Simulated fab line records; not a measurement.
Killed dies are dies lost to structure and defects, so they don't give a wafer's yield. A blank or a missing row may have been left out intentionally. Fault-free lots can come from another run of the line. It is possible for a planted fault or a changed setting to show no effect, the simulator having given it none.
Chamber matching || flow sky130 || SKY_FIELD_ISO_ETCH_15 on rie-diel-02 has 4 sister chambers
The step etches the open film in CHF3/O2, stops on Si, target depth 180 nm, time 72 s. 4 wafers are shown with their chamber, then 9 later ones without.

== WAFERS PAIRED WITH THEIR CHAMBERS ==
{"wafer": "L084.3", "chamber": 0, "drypump-motor-current-A (A)": 5.9}
{"wafer": "L086.2", "chamber": 2, "drypump-motor-current-A (A)": 6.2}
{"wafer": "L087.3", "chamber": 1, "drypump-motor-current-A (A)": 6.4}
{"wafer": "L087.6", "chamber": 3, "drypump-motor-current-A (A)": 6.5}

== WAFERS WITH NO CHAMBER GIVEN ==
{"wafer": "L090.1", "drypump-motor-current-A (A)": 6.2}
{"wafer": "L090.2", "drypump-motor-current-A (A)": 5.9}
{"wafer": "L090.6", "drypump-motor-current-A (A)": 6.4}
{"wafer": "L093.1", "drypump-motor-current-A (A)": 5.8}
{"wafer": "L093.3", "drypump-motor-current-A (A)": 6.4}
{"wafer": "L093.4", "drypump-motor-current-A (A)": 6.2}
{"wafer": "L096.1", "drypump-motor-current-A (A)": 6.5}
{"wafer": "L096.4", "drypump-motor-current-A (A)": 5.8}
{"wafer": "L096.6", "drypump-motor-current-A (A)": 5.8}

== EACH ONE'S CHAMBER ==
{"wafer": "L090.1", "from the rows above": 2, "in truth": 2}
{"wafer": "L090.2", "from the rows above": 0, "in truth": 0}
{"wafer": "L090.6", "from the rows above": "can't be placed: 1 or 3", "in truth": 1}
{"wafer": "L093.1", "from the rows above": 0, "in truth": 0}
{"wafer": "L093.3", "from the rows above": "can't be placed: 1 or 3", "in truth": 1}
{"wafer": "L093.4", "from the rows above": 2, "in truth": 2}
{"wafer": "L096.1", "from the rows above": "can't be placed: 3 or 1", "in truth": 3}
{"wafer": "L096.4", "from the rows above": 0, "in truth": 0}
{"wafer": "L096.6", "from the rows above": 0, "in truth": 0}
Correct placement for 6 of the 9. Not placeable from these rows: 3 (in 3, the candidates include the true chamber). Number placed wrongly: 0.
How it was worked out, from the rows above alone: a wafer's distance from a chamber is the root of the sum, over the readings, of the square of ((its reading less the chamber's mean) divided by the reading's scatter). The wafer belongs to the nearest chamber; if the next one is less than 2 further off, it can't be placed. The mean given for a chamber averages the wafers shown for that chamber. The scatter: root of mean squared gap, hidden wafer to nearest shown wafer, with one shown wafer a chamber.
